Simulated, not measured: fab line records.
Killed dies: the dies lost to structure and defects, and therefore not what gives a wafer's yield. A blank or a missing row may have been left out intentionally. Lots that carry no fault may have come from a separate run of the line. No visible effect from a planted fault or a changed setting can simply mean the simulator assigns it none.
Which tool did it? ; flow sky130 ; 13 lots, 39 wafers sampled, at 4 steps of a route of 708

## WHAT THE GAUGES READ, wafer by wafer
SKY_METAL2_CD_MEAS_15: target cd 140 nm. Usual: 139.9 nm for cd_nm, sd 1.5.
lot;measured;on;cd_nm (nm);flag
L839;day 35 07:19;cd_sem-01;140.8 138.7 140.1;
L841;day 36 01:40;cd_sem-01;139.5 139.4 139.6;
L843;day 36 09:35;cd_sem-01;140.9 140.9 139.7;
L844;day 37 02:43;cd_sem-01;141.9 142.6 141.0;
L845;day 37 09:21;cd_sem-02;137.7 138.8 138.9;
L846;day 37 16:19;cd_sem-01;141.3 140.5 140.2;
L847;day 38 00:02;cd_sem-01;136.9 137.5 137.8;
L849;day 38 09:48;cd_sem-01;139.5 140.6 141.6;
L851;day 39 00:15;cd_sem-01;137.5 138.9 137.8;
L855;day 40 07:07;cd_sem-01;140.2 137.9 139.0;
L856;day 41 01:27;cd_sem-01;139.3 137.9 139.1;
L861;day 42 00:10;cd_sem-01;141.3 138.7 140.6;
L862;day 42 05:46;cd_sem-02;140.7 140.0 137.8;

SKY_VIA2_OVL_MEAS_13. Usual: for VIA2_OVL the level is 0 nm and the standard deviation is 6.3.
lot;measured;on;VIA2_OVL (nm);flag
L839;day 36 10:50;overlay-02;2 4 -5;
L841;day 37 05:35;overlay-02;-3 0 3;
L843;day 37 13:05;overlay-02;5 -3 -1;
L844;day 38 05:10;overlay-02;11 6 -6;
L845;day 38 12:35;overlay-02;-1 -7 3;
L846;day 38 18:59;overlay-02;6 3 3;
L847;day 39 03:26;overlay-02;3 -5 10;
L849;day 39 12:11;overlay-02;-13 -10 -9;
L851;day 40 01:59;overlay-01;6 8 6;
L855;day 41 08:38;overlay-02;-3 -13 -7;
L856;day 42 03:17;overlay-02;-7 -3 -3;
L861;day 43 00:58;overlay-02;-5 -12 -7;
L862;day 43 07:06;overlay-02;-6 15 7;

## TOOL THAT RAN EACH LOT (tool first, then ch and the chambers of the sampled wafers, then the start)
lot;SKY_RES_PROTECT_STRIP_07;SKY_VIA1_CMP_24
L839;plasma_asher-01 ch 0,1, day 15 06:49;cmp-02 ch 2,3, day 34 04:25
L841;plasma_asher-03 ch 0,1, day 16 00:34;cmp-01 ch 0,1,3, day 34 23:50
L843;plasma_asher-03 ch 0,1, day 16 06:10;cmp-02 ch 0,3, day 35 07:25
L844;plasma_asher-01 ch 0,1, day 17 05:46;cmp-02 ch 0,2,3, day 36 00:40
L845;plasma_asher-01 ch 0,1, day 17 09:01;cmp-01 ch 0,2,3, day 36 07:01
L846;plasma_asher-04 ch 1, day 17 22:06;cmp-02 ch 0,1,2, day 36 14:04
L847;plasma_asher-01 ch 0,1, day 18 03:31;cmp-02 ch 0,2,3, day 36 21:26
L849;plasma_asher-01 ch 0,1, day 18 18:03;cmp-02 ch 0,1,3, day 37 07:55
L851;plasma_asher-01 ch 0,1, day 19 11:45;cmp-02 ch 0,1,3, day 37 22:25
L855;plasma_asher-01 ch 0,1, day 21 04:13;cmp-01 ch 0,1, day 39 07:48
L856;plasma_asher-04 ch 0,1, day 21 16:03;cmp-02 ch 0,1,2, day 40 01:11
L861;plasma_asher-03 ch 0,1, day 22 20:07;cmp-02 ch 1,3, day 41 00:19
L862;plasma_asher-03 ch 0,1, day 23 08:52;cmp-01 ch 0,2,3, day 41 06:13
- SKY_RES_PROTECT_STRIP_07: strips in O2/N2.
- SKY_VIA1_CMP_24: polishes, stops on SiO2, t overpolish 15 s, target thk 0 nm.

## WHAT THE TOOLS THEMSELVES READ (means of the sampled wafers that have a number; where no wafer has one, the mark that the record gives instead)
SKY_RES_PROTECT_STRIP_07. Usual: drypump_motor_current_A 5.7 A, standard deviation 0.58; oes_product_au 0.518 a.u., standard deviation 0.0044; strip_time_to_endpoint_s 23.30 s, standard deviation 0.044.
lot;tool;drypump_motor_current_A (A);oes_product_au (a.u.);strip_time_to_endpoint_s (s);flag
L839;plasma_asher-01;5.7;0.521;23.31;
L841;plasma_asher-03;6.0;0.519;23.27;
L843;plasma_asher-03;6.0;0.515;23.34;
L844;plasma_asher-01;5.7;0.517;23.31;
L845;plasma_asher-01;5.3;0.520;23.29;
L846;plasma_asher-04;5.3;0.518;23.27;
L847;plasma_asher-01;5.3;0.518;23.31;
L849;plasma_asher-01;5.7;0.520;23.27;
L851;plasma_asher-01;5.3;0.517;23.24;
L855;plasma_asher-01;5.3;0.515;23.31;
L856;plasma_asher-04;5.7;0.517;23.31;
L861;plasma_asher-03;6.0;0.520;23.23;
L862;plasma_asher-03;5.9;0.514;23.31;

SKY_VIA1_CMP_24. Usual: motor_current_A 11.5 A, standard deviation 1; overpolish_run_s 15.000 s, standard deviation 0.0093; time_to_endpoint_s 65.5 s, standard deviation 2.9.
lot;tool;motor_current_A (A);overpolish_run_s (s);time_to_endpoint_s (s);flag
L839;cmp-02;10.8;14.991;65.2;
L841;cmp-01;11.8;14.999;65.8;
L843;cmp-02;11.8;15.000;63.0;
L844;cmp-02;10.9;14.995;66.6;
L845;cmp-01;11.3;15.000;71.5;
L846;cmp-02;11.6;14.998;69.1;
L847;cmp-02;10.8;14.998;63.4;
L849;cmp-02;11.7;15.007;66.0;
L851;cmp-02;12.0;14.992;66.4;
L855;cmp-01;11.4;15.002;60.2;
L856;cmp-02;11.6;15.005;67.1;
L861;cmp-02;11.7;14.999;66.4;
L862;cmp-01;11.4;15.003;62.8;

## THE ANSWER, worked out from the rows above alone
Rule: lot off if the mean of its wafers having a number is beyond 3 standard deviations from the usual mean. Also off: a lot with no number at a reading for which 4 or more lots have one. Where the step has rows for the other lots, those lots are counted as sound. The gauges are gone through in route order, then the tools' own readings, and for those a lot's mean is taken as printed above. The first step at which some lot is off is used, and at that step the reading that is off furthest; a lot without a number counts as furthest.
Nothing can be told from this: no lot is off at any reading shown.

## WHAT THE SIMULATOR HAD PUT IN
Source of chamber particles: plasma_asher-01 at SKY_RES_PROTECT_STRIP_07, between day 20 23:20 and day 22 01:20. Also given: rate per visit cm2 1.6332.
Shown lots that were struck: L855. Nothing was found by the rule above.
